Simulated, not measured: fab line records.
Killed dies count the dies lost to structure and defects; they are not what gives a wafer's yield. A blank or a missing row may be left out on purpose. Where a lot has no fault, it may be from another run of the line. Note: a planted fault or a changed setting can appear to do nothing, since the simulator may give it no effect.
fab line records	flow sky130
[record] lots = 6	wafers = 18	last_day = 50
route steps=708 shown CONTACT@417 METAL1@434 VIA1@458 PAD_OPEN@708
lots untouched by any fault: they come from a run of this same line in which no faults occurred
start_h: hours from the record's first day to the start of the lot's first wafer shown	wait_h: hours from the lot's prior step to this one	" same as the row above	L1.1+2: several wafers, shown together as one row	- no value, or no start given	* or withheld: withheld	< > ~ a bound
route shown NAME@n: NAME is a module with steps in the file, n the number in the route of the first one	usual: mean and standard deviation over wafers with no fault	same: alike in all rows	chamber/n: place in a boat	sites: readings site by site	_std_site: standard deviation across them	_edge_site: outer sites' mean less inner sites'	radius_mm: for every site, how far away it sits from the centre of the wafer	mask NAME#n: copy n	behind: the tool/chamber that last shaped the wafer	hold: why the lot was held/for how many hours/how that ended	device: transistor that didn't switch, given as n, p or np	end of line: tests of these same wafers at the route's end	where a step has no rows: the recipe by itself	killed: at the first sort, the dies lost to defects and structure; wafer yield is something else	map: shows each die of a wafer: x if killed, . if not, _ if none is there
set.NAME: the setting the step ran with; set.NAME@STEP: the setting that earlier step ran with	model.NAME: the simulator's own value behind a step, which no gauge read
certain route steps with their lots: each step a table, each wafer a row
services: when a tool's chamber went out of use (start_h, in hours from the record's first day, below 0 if earlier), for how many hours, and the reason
[[steps]]
[step SKY_CONTACT_EXPOSE_11]
[recipe] mask_id = CTM1	na = 0.8	source_shape = annular	sigma_inner = 0.55	sigma_outer = 0.85	target_cd_nm = 170	dose_mj = 38
[step SKY_CONTACT_PEB_12]
[recipe] peb_temp_c = withheld	peb_time_s = withheld	resist = KrF-thick
[step SKY_CONTACT_DEVELOP_13]
[recipe] develop_time_s = 60	resist = KrF-thick	dev_temp_c = 21.98
[step SKY_CONTACT_CD_MEAS_14]
[recipe] target_cd_nm = 170
[usual] cd_nm = 170.2/1.4
lot.wafer	tool	chamber	start_h	wait_h	cd_nm
L200.1	cd_sem-01	-	748.79	-	169.4
L200.2	"	-	"	"	168.1
L200.3	"	-	"	"	168.7
L202.1	cd_sem-01	-	764.02	-	168.8
L202.4	"	-	"	"	170.5
L202.6	"	-	"	"	170.3
L208.1	cd_sem-01	-	818.07	-	170.6
L208.4	"	-	"	"	169.3
L208.5	"	-	"	"	170.3
L209.1	cd_sem-02	-	821.95	-	170.5
L209.5	"	-	"	"	170.9
L209.6	"	-	"	"	171.1
L215.1	cd_sem-02	-	875.17	-	168.0
L215.3	"	-	"	"	167.6
L215.5	"	-	"	"	167.6
L220.3	cd_sem-02	-	898.31	-	169.7
L220.5	"	-	"	"	169.8
L220.6	"	-	"	"	170.2
[step SKY_CONTACT_OVL_MEAS_15]
[usual] CONTACT_OVL = 2/5.5
lot.wafer	tool	chamber	start_h	wait_h	CONTACT_OVL[nm]
L200.1	overlay-01	-	748.91	0.1	7
L200.2	"	-	"	"	12
L200.3	"	-	"	"	10
L202.1	overlay-01	-	764.14	0.1	4
L202.4	"	-	"	"	-4
L202.6	"	-	"	"	0
L208.1	overlay-02	-	818.19	0.1	1
L208.4	"	-	"	"	1
L208.5	"	-	"	"	3
L209.1	overlay-02	-	822.07	0.1	5
L209.5	"	-	"	"	11
L209.6	"	-	"	"	-1
L215.1	overlay-01	-	875.29	0.1	5
L215.3	"	-	"	"	0
L215.5	"	-	"	"	11
L220.3	overlay-01	-	898.40	0.1	9
L220.5	"	-	"	"	11
L220.6	"	-	"	"	3
[step SKY_CONTACT_ETCH_16]
[recipe] chemistry = N2/H2	target = BARC	ion_energy_ev = 200	source_w = 500	bias_w = 100	pressure_mtorr = 30	n2_flow_sccm = 100	h2_flow_sccm = 200	stop_on = SiO2	time_s = 45.9	target_depth_a = 600
[usual] drypump_motor_current_A = 5.6/0.43	oes_product_au = 0.855/0.0044	throttle_valve_pct = 13.226/0.0094
lot.wafer	tool	chamber	start_h	wait_h	drypump_motor_current_A	oes_product_au	rf_hours_counter_h	throttle_valve_pct
L200.1	rie_diel-02	0	748.95	0.0	5.6	0.852	2	13.224
L200.2	"	2	"	"	5.9	0.853	16	13.233
L200.3	"	1	"	"	6.1	0.860	46	13.234
L202.1	rie_diel-02	2	764.17	0.0	5.9	0.851	17	13.221
L202.4	"	3	"	"	6.5	0.854	-	13.235
L202.6	"	2	"	"	5.9	0.863	-	13.215
L208.1	rie_diel-01	1	818.22	0.0	6.1	0.848	5	13.221
L208.4	"	0	"	"	5.0	0.857	16	13.225
L208.5	"	1	"	"	6.1	0.854	-	13.212
L209.1	rie_diel-01	0	822.10	0.0	5.0	0.846	16	13.222
L209.5	"	2	"	"	5.1	0.853	-	13.226
L209.6	"	1	"	"	6.1	0.859	-	13.248
L215.1	rie_diel-03	3	875.32	0.0	5.5	0.851	23	13.209
L215.3	"	0	"	"	5.7	0.862	7	13.229
L215.5	"	0	"	"	5.6	0.852	-	13.225
L220.3	rie_diel-01	3	898.42	0.0	5.3	0.853	2	13.238
L220.5	"	2	"	"	5.1	0.859	-	13.219
L220.6	"	1	"	"	6.1	0.853	-	13.233
[step SKY_CONTACT_ETCH_17]
[recipe] target = SiO2	chemistry = C4F8/O2/Ar	stop_on = Si3N4	mask_material = KrF-thick	source_w = 1500	bias_w = 1200	pressure_mtorr = 40	c4f8_flow_sccm = withheld	O2_flow_sccm = 6	Ar_flow_sccm = 300	time_s = withheld	target_depth_a = 3400
[step SKY_CONTACT_ETCH_18]
[recipe] target = Si3N4	chemistry = CHF3/O2	stop_on = TiN	source_w = 600	bias_w = 200	pressure_mtorr = 40	chf3_flow_sccm = 50	O2_flow_sccm = 5	time_s = 39	target_depth_a = 750
[usual] chf3_flow_sccm = 50.02/0.14	drypump_motor_current_A = 5.6/0.43	oes_product_au = 0.856/0.0077	throttle_valve_pct = 8.793/0.0087
lot.wafer	tool	chamber	start_h	wait_h	chf3_flow_sccm	drypump_motor_current_A	oes_product_au	rf_hours_counter_h	throttle_valve_pct
L200.1	rie_diel-02	0	-	-	50.03	5.6	0.852	2	8.805
L200.2	"	2	"	"	49.82	5.9	0.850	16	8.807
L200.3	"	1	"	"	49.91	6.2	0.848	46	8.784
L202.1	rie_diel-02	2	-	-	49.94	5.9	0.857	17	8.796
L202.4	"	3	"	"	50.15	6.5	0.866	-	8.780
L202.6	"	2	"	"	49.94	5.9	0.856	-	8.796
L208.1	rie_diel-01	1	-	-	50.08	6.1	0.851	6	8.804
L208.4	"	0	"	"	49.86	4.9	0.856	16	8.803
L208.5	"	1	"	"	50.15	6.1	0.857	-	8.805
L209.1	rie_diel-01	0	-	-	50.06	4.9	0.842	16	8.790
L209.5	"	2	"	"	49.90	5.1	0.853	-	8.797
L209.6	"	1	"	"	50.21	6.1	0.857	-	8.789
L215.1	rie_diel-03	3	-	-	49.89	5.6	0.842	23	8.791
L215.3	"	0	"	"	50.13	5.6	0.864	7	8.789
L215.5	"	0	"	"	49.94	5.6	0.866	-	8.783
L220.3	rie_diel-01	3	-	-	50.00	5.3	0.847	2	8.799
L220.5	"	2	"	"	50.09	5.2	0.853	-	8.797
L220.6	"	1	"	"	50.01	6.1	0.854	-	8.805
[step SKY_CONTACT_STRIP_19]
[recipe] chemistry = O2/N2	power_w = 1400	pressure_mtorr = 1500	platen_temp_c = withheld	o2_flow_sccm = 3000	n2_flow_sccm = 300	overash_fraction = 0.5
[step SKY_CONTACT_STRIP_20]
[recipe] chemistry = post_etch_residue_remover	time_s = 1200	temp_c = 72.5
[step SKY_CONTACT_CLEAN_21]
[recipe] chemistry = IPA	time_s = 180	temp_c = 25
[step SKY_CONTACT_CLEAN_22]
[recipe] chemistry = O3/DIW	dry = n2_spin
[step SKY_CONTACT_SPUTTER_23]
[recipe] material = TiN	target_thk_nm = 20	chamber_pressure_pa = 5	power_w = 4000	time_s = 80
[usual] throttle_valve_pct = 29.4/1.1
lot.wafer	tool	chamber	start_h	wait_h	throttle_valve_pct
L200.1	pvd_sputter-01	-	749.67	0.0	30.2
L200.2	"	-	"	"	27.8
L200.3	"	-	"	"	29.6
L202.1	pvd_sputter-02	-	764.90	0.0	30.1
L202.4	"	-	"	"	30.6
L202.6	"	-	"	"	31.7
L208.1	pvd_sputter-01	-	818.99	0.0	29.2
L208.4	"	-	"	"	27.6
L208.5	"	-	"	"	27.7
L209.1	pvd_sputter-01	-	822.83	0.0	27.8
L209.5	"	-	"	"	29.1
L209.6	"	-	"	"	27.3
L215.1	pvd_sputter-04	-	876.05	0.0	28.3
L215.3	"	-	"	"	30.1
L215.5	"	-	"	"	29.2
L220.3	pvd_sputter-04	-	899.28	0.0	28.4
L220.5	"	-	"	"	30.0
L220.6	"	-	"	"	28.0
[step SKY_CONTACT_CVD_24]
[recipe] material = W	target_thk_nm = 340	time_s = 102.12	temp_c = 400	pressure_torr = 40
[usual] heater_power_w = 851/110
lot.wafer	tool	chamber	start_h	wait_h	heater_power_w
L200.1	cvd_w-02	0	749.74	0.0	741
L200.2	"	1	"	"	1040
L200.3	"	0	"	"	745
L202.1	cvd_w-02	0	764.96	0.0	741
L202.4	"	0	"	"	751
L202.6	"	0	"	"	743
L208.1	cvd_w-02	1	819.05	0.0	1042
L208.4	"	0	"	"	748
L208.5	"	1	"	"	1035
L209.1	cvd_w-01	0	822.89	0.0	812
L209.5	"	0	"	"	802
L209.6	"	1	"	"	799
L215.1	cvd_w-02	0	876.11	0.0	760
L215.3	"	0	"	"	742
L215.5	"	0	"	"	750
L220.3	cvd_w-01	1	899.37	0.1	839
L220.5	"	1	"	"	836
L220.6	"	0	"	"	818
[step SKY_CONTACT_RS_MEAS_25]
[recipe] thk_meas_gauge = four-point-probe	reads = W_of_CONTACT_CVD_24+TiN_of_CONTACT_SPUTTER_23
[usual] CONTACT_W_RS = 0.337/0.0036
lot.wafer	tool	chamber	start_h	wait_h	CONTACT_W_RS[ohm/sq]
L200.1	film_metro-04	-	749.85	0.1	0.338
L200.2	"	-	"	"	0.335
L200.3	"	-	"	"	0.338
L202.1	film_metro-03	-	765.07	0.1	0.336
L202.4	"	-	"	"	0.339
L202.6	"	-	"	"	0.335
L208.1	film_metro-01	-	819.16	0.1	0.332
L208.4	"	-	"	"	0.341
L208.5	"	-	"	"	0.336
L209.1	film_metro-03	-	823.00	0.1	0.343
L209.5	"	-	"	"	0.346
L209.6	"	-	"	"	0.338
L215.1	film_metro-04	-	876.33	0.2	0.339
L215.3	"	-	"	"	0.338
L215.5	"	-	"	"	0.344
L220.3	film_metro-01	-	899.49	0.1	0.335
L220.5	"	-	"	"	0.334
L220.6	"	-	"	"	0.338
[step SKY_CONTACT_THK_MEAS_26]
[recipe] thk_meas_gauge = xrf	reads = W_of_CONTACT_CVD_24
[usual] CONTACT_W_THK = 352/4.5
lot.wafer	tool	chamber	start_h	wait_h	CONTACT_W_THK[nm]
L200.1	film_metro-04	-	749.97	0.1	345
L200.2	"	-	"	"	350
L200.3	"	-	"	"	346
L202.1	film_metro-03	-	765.19	0.1	356
L202.4	"	-	"	"	349
L202.6	"	-	"	"	357
L208.1	film_metro-01	-	819.28	0.1	357
L208.4	"	-	"	"	348
L208.5	"	-	"	"	353
L209.1	film_metro-03	-	823.12	0.1	349
L209.5	"	-	"	"	347
L209.6	"	-	"	"	357
L215.1	film_metro-04	-	876.45	0.1	351
L215.3	"	-	"	"	350
L215.5	"	-	"	"	345
L220.3	film_metro-01	-	899.59	0.1	350
L220.5	"	-	"	"	351
L220.6	"	-	"	"	346
[step SKY_CONTACT_CMP_27]
[recipe] stop_on = SiO2	t_overpolish_s = 15	down_force_psi = 3.5	platen_rpm = 60	target_thk_nm = 0	pad_velocity_m_s = 0.94248
[usual] head_pressure_psi = 3.499/0.0072	motor_current_A = 11.7/1	overpolish_run_s = 15.001/0.009	time_to_endpoint_s = 84/3.2
lot.wafer	tool	chamber	start_h	wait_h	head_pressure_psi	motor_current_A	overpolish_run_s	time_to_endpoint_s
L200.2	cmp-02	3	750.08	0.1	3.497	12.9	14.996	82
L200.3	"	0	"	"	3.513	11.8	15.011	87
L200.1	"	1	"	"	3.502	10.3	15.006	91
L202.1	cmp-01	0	765.35	0.1	3.492	12.3	15.008	82
L202.4	"	1	"	"	3.501	12.8	14.982	80
L202.6	"	3	"	"	3.494	11.2	15.011	87
L208.4	cmp-01	0	819.39	0.1	3.498	12.7	15.000	79
L208.1	"	1	"	"	3.511	12.6	14.985	83
L208.5	"	3	"	"	3.494	11.6	14.993	82
L209.1	cmp-02	2	823.33	0.2	3.509	10.7	15.001	83
L209.6	"	3	"	"	3.496	12.8	14.998	84
L209.5	"	0	"	"	3.495	11.9	15.001	83
L215.3	cmp-01	2	876.61	0.1	3.504	11.1	14.987	82
L215.1	"	3	"	"	3.485	11.8	15.013	87
L215.5	"	0	"	"	3.503	11.8	15.009	77
L220.3	cmp-01	2	899.78	0.2	3.501	10.7	15.006	80
L220.5	"	3	"	"	3.488	11.3	14.987	82
L220.6	"	0	"	"	3.507	12.0	15.012	81
[step SKY_METAL1_SPUTTER_00]
[recipe] material = Ti	target_thk_nm = 15	power_w = 3000	time_s = 10	chamber_pressure_pa = 0.4059
[step SKY_METAL1_SPUTTER_01]
[recipe] material = TiN	target_thk_nm = 20	power_w = 6500	time_s = 16.7	chamber_pressure_pa = 0.4
[step SKY_METAL1_SPUTTER_02]
[recipe] material = AlCu	target_thk_nm = 250	power_w = 10600	time_s = 13.3	chamber_pressure_pa = 0.4
[step SKY_METAL1_SPUTTER_03]
[recipe] material = Ti	target_thk_nm = 5	power_w = 3000	time_s = 3.3	chamber_pressure_pa = 0.4
[step SKY_METAL1_SPUTTER_04]
[recipe] material = TiN	target_thk_nm = 70	power_w = 6500	time_s = 58.3	chamber_pressure_pa = 0.4
[step SKY_METAL1_RS_MEAS_05]
[recipe] thk_meas_gauge = four-point-probe	reads = TiN_of_METAL1_SPUTTER_04+Ti_of_METAL1_SPUTTER_03+AlCu_of_METAL1_SPUTTER_02+TiN_of_METAL1_SPUTTER_01+Ti_of_METAL1_SPUTTER_00
[usual] METAL1_ALCU_RS = 0.1268/0.0013
lot.wafer	tool	chamber	start_h	wait_h	METAL1_ALCU_RS[ohm/sq]
L200.1	film_metro-03	-	750.47	0.0	0.1263
L200.2	"	-	"	"	0.1279
L200.3	"	-	"	"	0.1267
L202.1	film_metro-03	-	765.69	0.0	0.1249
L202.4	"	-	"	"	0.1255
L202.6	"	-	"	"	0.1254
L208.1	film_metro-03	-	819.78	0.0	0.1278
L208.4	"	-	"	"	0.1266
L208.5	"	-	"	"	0.1265
L209.1	film_metro-04	-	823.62	0.0	0.1284
L209.5	"	-	"	"	0.1267
L209.6	"	-	"	"	0.1279
L215.1	film_metro-02	-	876.95	0.0	0.1272
L215.3	"	-	"	"	0.1273
L215.5	"	-	"	"	0.1268
L220.3	film_metro-02	-	900.11	0.1	0.1270
L220.5	"	-	"	"	0.1263
L220.6	"	-	"	"	0.1262
[step SKY_METAL1_THK_MEAS_06]
[recipe] thk_meas_gauge = xrf	reads = AlCu_of_METAL1_SPUTTER_02
[usual] METAL1_ALCU_THK = 252.8/2.5
lot.wafer	tool	chamber	start_h	wait_h	METAL1_ALCU_THK[nm]
L200.1	film_metro-03	-	750.59	0.1	253.1
L200.2	"	-	"	"	249.7
L200.3	"	-	"	"	253.8
L202.1	film_metro-03	-	765.81	0.1	253.4
L202.4	"	-	"	"	255.1
L202.6	"	-	"	"	253.0
L208.1	film_metro-03	-	819.90	0.1	252.6
L208.4	"	-	"	"	251.9
L208.5	"	-	"	"	251.9
L209.1	film_metro-04	-	823.74	0.1	247.6
L209.5	"	-	"	"	250.8
L209.6	"	-	"	"	250.1
L215.1	film_metro-02	-	877.07	0.1	251.3
L215.3	"	-	"	"	250.8
L215.5	"	-	"	"	253.3
L220.3	film_metro-02	-	900.21	0.1	252.6
L220.5	"	-	"	"	253.4
L220.6	"	-	"	"	252.6
[step SKY_METAL1_DEHYDRATE_07]
[recipe] temp_c = 200	time_s = 60
[step SKY_METAL1_HMDS_08]
[recipe] prime_time_s = 60	prime_temp_c = 120
[step SKY_METAL1_COAT_09]
[recipe] resist = BARC	temp_c = withheld	time_s = withheld	spin_rpm = 3000	resist_thk_nm = 60
[step SKY_METAL1_COAT_10]
[recipe] resist = KrF-thick	spin_rpm = 3000	resist_thk_nm = 450
[step SKY_METAL1_SOFTBAKE_11]
[recipe] temp_c = 100	time_s = 90	resist = KrF-thick
[step SKY_METAL1_EXPOSE_12]
[recipe] mask_id = MM1	na = 0.8	source_shape = annular	sigma_inner = 0.55	sigma_outer = 0.85	target_cd_nm = 140	dose_mj = 28
[step SKY_METAL1_PEB_13]
[recipe] peb_temp_c = withheld	peb_time_s = withheld	resist = KrF-thick
[step SKY_METAL1_DEVELOP_14]
[recipe] develop_time_s = 60	resist = KrF-thick	dev_temp_c = 21
[step SKY_METAL1_CD_MEAS_15]
[recipe] target_cd_nm = 140
[usual] cd_nm = 140.0/1.9
lot.wafer	tool	chamber	start_h	wait_h	cd_nm
L200.1	cd_sem-01	-	778.00	-	138.9
L200.2	"	-	"	"	140.0
L200.3	"	-	"	"	140.6
L202.1	cd_sem-01	-	793.03	-	139.3
L202.4	"	-	"	"	139.2
L202.6	"	-	"	"	139.1
L208.1	cd_sem-01	-	845.80	-	136.8
L208.4	"	-	"	"	137.8
L208.5	"	-	"	"	136.5
L209.1	cd_sem-02	-	850.20	-	140.4
L209.5	"	-	"	"	141.9
L209.6	"	-	"	"	141.4
L215.1	cd_sem-01	-	902.95	-	137.0
L215.3	"	-	"	"	136.3
L215.5	"	-	"	"	136.8
L220.3	cd_sem-01	-	924.59	-	138.5
L220.5	"	-	"	"	140.3
L220.6	"	-	"	"	139.8
[step SKY_METAL1_OVL_MEAS_16]
[usual] METAL1_OVL = -3/6
lot.wafer	tool	chamber	start_h	wait_h	METAL1_OVL[nm]
L200.1	overlay-02	-	778.12	0.1	-10
L200.2	"	-	"	"	-10
L200.3	"	-	"	"	-8
L202.1	overlay-02	-	793.15	0.1	-2
L202.4	"	-	"	"	0
L202.6	"	-	"	"	-3
L208.1	overlay-01	-	845.92	0.1	-2
L208.4	"	-	"	"	3
L208.5	"	-	"	"	-5
L209.1	overlay-01	-	850.32	0.1	-3
L209.5	"	-	"	"	2
L209.6	"	-	"	"	-6
L215.1	overlay-01	-	903.07	0.1	12
L215.3	"	-	"	"	17
L215.5	"	-	"	"	12
L220.3	overlay-01	-	924.68	0.1	-9
L220.5	"	-	"	"	-7
L220.6	"	-	"	"	-23
[step SKY_METAL1_DESCUM_17]
[recipe] chemistry = O2	source_power_w = 150	bias_power_w = 0	pressure_mtorr = 10	temp_c = 40	time_s = 8
[step SKY_METAL1_ETCH_18]
[recipe] chemistry = N2/H2	target = BARC	ion_energy_ev = 200	bias_w = 100	pressure_mtorr = 30	n2_flow_sccm = 100	h2_flow_sccm = 200	icp_w = 500	stop_on = SiO2	time_s = 45.9	target_depth_a = 600
[usual] drypump_motor_current_A = 5.94/0.29	oes_product_au = 0.855/0.0045	throttle_valve_pct = 13.225/0.0097
lot.wafer	tool	chamber	start_h	wait_h	drypump_motor_current_A	oes_product_au	rf_hours_counter_h	throttle_valve_pct
L200.1	rie_metal-02	1	778.18	0.0	6.38	0.845	15	13.219
L200.2	"	0	"	"	5.62	0.852	1	13.240
L200.3	"	0	"	"	5.61	0.856	-	13.229
L202.1	rie_metal-04	0	793.22	0.0	5.88	0.851	14	13.227
L202.4	"	1	"	"	6.32	0.858	-	13.240
L202.6	"	0	"	"	5.89	0.850	-	13.231
L208.1	rie_metal-04	0	845.98	0.0	5.86	0.856	0	13.222
L208.4	"	0	"	"	5.92	0.855	-	13.234
L208.5	"	0	"	"	5.87	0.854	-	13.206
L209.1	rie_metal-04	0	850.39	0.0	5.87	0.857	0	13.210
L209.5	"	0	"	"	5.88	0.854	-	13.217
L209.6	"	1	"	"	6.32	0.854	-	13.216
L215.1	rie_metal-02	1	903.13	0.0	6.37	0.855	3	13.235
L215.3	"	0	"	"	5.63	0.857	-	13.244
L215.5	"	0	"	"	5.63	0.854	-	13.239
L220.3	rie_metal-02	0	924.76	0.0	5.68	0.855	-	13.227
L220.5	"	0	"	"	5.67	0.855	-	13.232
L220.6	"	1	"	"	6.37	0.853	-	13.224
[step SKY_METAL1_METAL_ETCH_19]
[recipe] target_depth_a = 3600	stop_on = SiO2	over_etch_frac = 0.3	time_s = 78	chemistry = Cl2/BCl3	resist_sidewall_deg = 88	pressure_mtorr = 10	icp_w = 900	bias_w = 48.5	Cl2_flow_sccm = 60	bcl3_flow_sccm = 30
[step SKY_METAL1_STRIP_20]
[recipe] chemistry = O2/N2	power_w = 1400	pressure_mtorr = 1500	platen_temp_c = withheld	o2_flow_sccm = 3000	n2_flow_sccm = 300	overash_fraction = 0.5
[step SKY_METAL1_STRIP_21]
[recipe] chemistry = post_etch_residue_remover	time_s = 1200	temp_c = 72.5
[step SKY_METAL1_CLEAN_22]
[recipe] chemistry = IPA	time_s = 180	temp_c = 25
[step SKY_METAL1_CLEAN_23]
[recipe] chemistry = O3/DIW	dry = n2_spin
[step SKY_VIA1_HDPCVD_00]
[recipe] material = SiO2	target_thk_nm = 1030	sigma_open_frac = 0.3	time_s = 171.7	temp_c = 400	sih4_flow_sccm = 60	pressure_mtorr = 6
[step SKY_PAD_OPEN_PROBE_99]
[usual] killed_at_M0_to_M3 = 42/6.3	killed_at_M4_up = 2.8/1.9	killed_at_contacts = 23/5.3	killed_at_front_end = 16/4.3	killed_at_other = 0.2/0.51	killed_dies = 84/9.3	killed_open = 46/7.6	killed_short = 38/6.3
[same] gross_dies = 492	killed_at_back_side = 0
lot.wafer	tool	chamber	start_h	wait_h	killed_at_M0_to_M3	killed_at_M4_up	killed_at_contacts	killed_at_front_end	killed_at_other	killed_dies	killed_open	killed_short
L208.1	prober-01	-	1140.70	0.1	35	3	67	14	0	119	42	30
L208.4	prober-01	-	1140.85	0.2	51	5	37	13	0	106	54	40
L208.5	prober-01	-	1140.90	0.2	44	5	40	14	0	103	49	42
L209.1	prober-01	-	1176.57	0.1	51	1	29	18	0	99	52	36
L209.5	prober-01	-	1176.77	0.2	39	1	65	18	1	124	51	29
L209.6	prober-01	-	1176.82	0.2	39	0	30	23	1	93	40	43
// killed by level:class
L208.1 CONTACT:unspecified=47 CONTACT:geometric_particle:open=11 VIA1:geometric_particle:short=8 FIELD_ISO:geometric_particle:open=6 VIA1:geometric_particle:open=6 METAL2:geometric_particle:short=4 LI_CONTACT:geometric_particle:open=4 VIA2:geometric_particle:open=4
L208.4 CONTACT:unspecified=12 VIA1:geometric_particle:open=10 VIA2:geometric_particle:open=9 VIA3:geometric_particle:open=9 LI_CONTACT:geometric_particle:open=7 CONTACT:geometric_particle:open=7 CONTACT:geometric_particle:short=6 LOCAL_INTERCONNECT:geometric_particle:short=5
L208.5 CONTACT:geometric_particle:open=14 CONTACT:unspecified=12 VIA1:geometric_particle:short=8 LOCAL_INTERCONNECT:geometric_particle:short=7 VIA1:geometric_particle:open=7 VIA2:geometric_particle:open=6 FIELD_ISO:geometric_particle:open=4 POLY_GATE:geometric_particle:short=4
L209.1 VIA1:geometric_particle:open=13 CONTACT:unspecified=11 CONTACT:geometric_particle:open=9 VIA2:geometric_particle:open=8 METAL1:geometric_particle:short=7 VIA3:geometric_particle:open=6 METAL2:geometric_particle:short=5 VIA1:geometric_particle:short=5
L209.5 CONTACT:unspecified=44 VIA1:geometric_particle:open=15 CONTACT:geometric_particle:open=12 VIA3:geometric_particle:open=7 FIELD_ISO:geometric_particle:open=6 POLY_GATE:geometric_particle:short=6 METAL1:geometric_particle:short=5 LI_CONTACT:geometric_particle:open=4
L209.6 CONTACT:unspecified=10 POLY_GATE:geometric_particle:short=8 VIA2:geometric_particle:open=8 VIA1:geometric_particle:open=8 CONTACT:geometric_particle:short=6 CONTACT:geometric_particle:open=6 METAL2:geometric_particle:short=6 FIELD_ISO:geometric_particle:short=5
// map L208.1 (x killed, . not)
__________..x.x....x_________
________....x........._______
______..x.............xx_____
_____......x.............____
____...x..............x...___
___..x..........x..x....x.x__
__.........................._
_..........x...........xx...x
_.x.x..........xx............
_....xx..xx.xx............x..
_...........x....x.x.........
_...x...........x....x....x..
_..xx...xx...x.x..x.x.x.x....
_x......x.xx.............x..x
_.x.x.xxx.xxxx...............
__x..x.xxxxxxxx.x.x.......xx_
___.x.xxxxxxxxx......x.....__
____.x..xxxxxxx.x.........___
_____.xx.xxxxxx.x.....x.x____
______..xxxxxx.x......x._____
________......xx......_______
__________...x..x..._________
// map L209.5 (x killed, . not)
__________....x....._________
________x....x...xx..._______
______...........x......_____
_____....................____
____.x.................x..___
___xx.x.........x.....x....__
__x...........x............._
_.xx....xx.x...x.xxx.x..x..x.
_.x......x.xxxxxx.xxx........
_xx.......x..xxxxxxxxx.x.xx..
_.x..x.....xxxxxxxxxxxx...x..
_..x..x..x.x.xxxxxx.xx..x.x..
_.............xxxxx.x.......x
_...x.........xxxx.........x.
_..x...x...x...x.............
__.....x...x.xx............._
___....x...x.xx.x...x.x....__
____.........x.........x..___
_____.......x.....xxx....____
______x..x.x.x.........._____
________.........x.xx._______
__________.........x_________
[[services]]
tool	chamber	start_h	hours	kind
pvd_sputter-01	-	726.56	2.3	repair
cmp-01	-	727.36	6.8	pm
rie_diel-02	3	730.84	21.7	repair
pvd_sputter-01	-	731.12	1.8	repair
cvd_w-02	-	735.66	0.3	repair
cmp-02	-	746.01	4.0	pm
cmp-01	-	746.53	2.2	repair
rie_diel-02	1	753.66	39.3	repair
pvd_sputter-01	-	764.88	0.6	repair
rie_diel-01	-	774.49	0.1	repair
rie_metal-04	0	800.38	23.9	repair
rie_diel-01	0	804.24	1.6	repair
cmp-01	-	808.35	1.1	repair
cmp-01	-	838.99	16.3	pm
rie_metal-04	-	865.16	1.4	pm
cvd_w-02	1	873.38	3.3	repair
rie_metal-02	0	880.09	9.9	repair
rie_diel-01	1	886.34	5.3	repair
rie_metal-04	-	897.11	2.8	pm
cvd_w-02	-	904.00	14.0	pm
rie_diel-01	1	905.26	10.7	repair
rie_diel-02	-	907.79	10.7	repair
cmp-01	-	912.00	4.0	pm
cmp-01	-	916.02	2.4	repair
[[key]]
[first_sign] step = SKY_PAD_OPEN_PROBE_99	reading = killed_at_contacts	direction = up	sigmas = 4.1	usual = 23	struck = 45	wafers_moved = 5
[effect] step = SKY_PAD_OPEN_PROBE_99	reading = killed_dies	direction = up	sigmas = 2.5	usual = 84	struck = 107	wafers_moved = 2
met_at SKY_CONTACT_SPUTTER_23
struck_wafers L208.1,L208.4,L208.5,L209.1,L209.5,L209.6
tester_left_out L208,L209
onset_between 749.67 818.99
also_fits SKY_METAL1_ETCH_18:rie_metal-04
[fault] kind = chamber_particle_source	tool = pvd_sputter-01	chamber = -	onset_h = 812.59	steps = SKY_CONTACT_SPUTTER_23	rate_per_visit_cm2 = 0.45981	end_h = 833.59
// tester_left_out: of these lots the tester's yield and bins aren't shown, on N5 and GAA mostly nor the transistor test; their killed dies are dies lost to structure and defects alone, not to doping, threshold or leakage, so they don't give the yield
